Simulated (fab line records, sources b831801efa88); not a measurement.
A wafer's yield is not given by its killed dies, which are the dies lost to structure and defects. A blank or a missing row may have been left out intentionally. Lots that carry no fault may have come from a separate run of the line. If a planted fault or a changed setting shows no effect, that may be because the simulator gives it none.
The same fault as seen by 2 desks | flow gf180mcu | numbers are kept per desk, each desk with only its own; the story behind them comes last

== METROLOGY DESK ==
What the gauges read, lot by lot, whatever tool the lot ran on: means of the sampled wafers that have a number. Any lot whose mean is over 4 standard deviations away from the usual mean is out of limits and marked OUT; that distance is given in the brackets.
Columns: A = V5_CVD_02_THK at GF_V5_THK_MEAS_03, usual 1447 nm
lot  | first seen here | A
L412 | day 26 14:02    | 1424
L413 | day 26 17:47    | 1434
L414 | day 27 02:05    | 1419
L415 | day 27 02:26    | 1424
L416 | day 27 23:13    | 1447
L417 | day 28 03:47    | 1426
L418 | day 28 14:01    | 1451
L419 | day 29 02:16    | 1446
L421 | day 29 13:23    | 1455
L427 | day 30 22:41    | 1468
L429 | day 31 12:49    | 1469
L432 | day 32 03:07    | 1466
L434 | day 32 12:30    | 1462
Finding of this desk: none of the 13 lots has anything out of limits.

== FOR THE TOOL OWNER'S DESK: hdpcvd-01 ==
The tool's own readings at GF_V2_CVD_00 (deposits SiO2, target thk 600 nm, time 100 s): means of the sampled wafers that have a number, for each lot that ran on this tool. Any lot whose mean is over 4 standard deviations away from the usual mean is out of limits and marked OUT; that distance is given in the brackets.
Columns: A = pressure-mtorr at GF_V2_CVD_00, usual 6.001 mTorr
lot  | first seen here | A
L415 | day 20 02:13    | 6.002
L416 | day 21 04:10    | 6.002
L418 | day 21 20:41    | 6.016
L427 | day 24 18:38    | 5.999
L429 | day 25 09:13    | 6.009
L432 | day 26 03:44    | 5.992
Finding of this desk: none of the 6 lots has anything out of limits.

== PUT TOGETHER ==
Metrology desk: nothing out of limits seen.
The tool owner's desk saw nothing out of limits.

== WHAT WAS PUT IN BY THE SIMULATOR ==
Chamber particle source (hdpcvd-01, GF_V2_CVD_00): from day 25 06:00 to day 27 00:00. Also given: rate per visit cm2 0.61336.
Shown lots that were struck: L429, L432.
